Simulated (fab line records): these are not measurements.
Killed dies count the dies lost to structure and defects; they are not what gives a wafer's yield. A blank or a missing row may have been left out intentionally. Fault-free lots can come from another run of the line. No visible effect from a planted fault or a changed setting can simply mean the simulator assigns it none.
Problem report in the 8D (eight disciplines) form, filled by code || flow sky130 || the parts of the form that need people (team, actions taken, sign-off) are left out

== 1. WHAT WENT WRONG ==
Wafers without a fault read 3000.1 rpm, standard deviation 1.7; spinSpeedRpm at SKY_LOCAL_INTERCONNECT_COAT_05 reads a mean of 2100.3 rpm on 6 wafers belonging to 2 lots. That is -99 or more standard deviations from the usual mean.
The step: resist thk 60 nm.
First observed at day 32 07:47: wafer L124.1, on lithoTrack-03. Wafers with a number at this step in the record: 33, from 11 lots. The rule behind "out" and "out of limits": a value lying over 4 standard deviations away from the usual mean. The rest of the wafers with a number are treated as sound.

== 2. WHAT IT IS; WHAT IT IS NOT ==
{"question": "which readings at this step", "is": "spinSpeedRpm", "is not": "-"}
{"question": "which lots", "is": "L124, L125", "is not": "L117, L118, L126, L128, L132, L133, L134, L137, L138"}
{"question": "which wafers of those lots", "is": "all that have a number", "is not": "-"}
{"question": "read on which tools", "is": "lithoTrack-03", "is not": "lithoTrack-02, lithoTrack-04"}
{"question": "when", "is": "from day 32 07:47", "is not": "up to then (6 sound wafers); but 21 sound wafers of L126, L128, L132, L133, L134, L137, L138 came after"}

== 3. THE SUSPECTS, EACH WITH WHAT RULES IT OUT ==
Counting: a tool at a process step up to the reading stays a suspect if it ran every lot that is out and no sound lot after the first of them.
- cvdW-02 at SKY_LI_CONTACT_CVD_21 (deposits W, target thk 400 nm, time 120.56 s): ruled out as a lasting fault. Sound lots L128 ran on it after its first lot that is out, L124 (day 31 18:05).
- lithoTrack-03 at SKY_LOCAL_INTERCONNECT_COAT_05 (resist thk 60 nm): ruled out as a lasting fault. Sound lots L133, L134, L137, L138 ran on it after its first lot that is out, L124 (day 32 07:47).
Left after counting: nothing in the record.

== 4. THE CAUSE (what the simulator had put in) ==
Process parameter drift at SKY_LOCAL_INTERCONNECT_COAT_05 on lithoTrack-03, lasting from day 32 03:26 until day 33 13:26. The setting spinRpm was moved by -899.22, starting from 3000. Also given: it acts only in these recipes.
Counting ruled it out, wrongly.

== 5. SEQUENCE OF EFFECTS, ordered by route ==
One row per reading whose mean, taken over the struck wafers that have a number, lies over 3 standard deviations from the usual. Only readings for which the record gives a usual standard deviation are gone through. hours: the time from each lot's start at the first step in this table that gives one to its start at this step, as a median over the lots. sigmas: the change in usual standard deviations.
{"hours": 0, "step": "SKY_LOCAL_INTERCONNECT_COAT_05", "reading": "spinSpeedRpm", "usual": "3000.1 rpm", "on struck wafers": 2100.3, "change": -899.8, "sigmas": "-99 or more"}
{"hours": 14, "step": "SKY_LOCAL_INTERCONNECT_ETCH_13", "reading": "oesProductAu", "usual": "0.855 a.u.", "on struck wafers": 0.945, "change": "+0.090", "sigmas": "+19"}
{"hours": 14, "step": "SKY_LOCAL_INTERCONNECT_STRIP_15", "reading": "stripTimeToEndpointS", "usual": "4.723 s", "on struck wafers": 4.864, "change": "+0.141", "sigmas": "+7.1"}
Its process steps:
- SKY_LOCAL_INTERCONNECT_COAT_05: resist thk 60 nm.
- SKY_LOCAL_INTERCONNECT_ETCH_13: etches BARC in N2/H2, stops on SiO2, time 45.9 s, target depth 60 nm.
- SKY_LOCAL_INTERCONNECT_STRIP_15: strips in O2/N2.

== 6. WHAT WOULD HAVE CAUGHT IT SOONER ==
In this record the first reading out of limits was taken at day 32 07:47, 4 hours after the fault began at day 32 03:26.
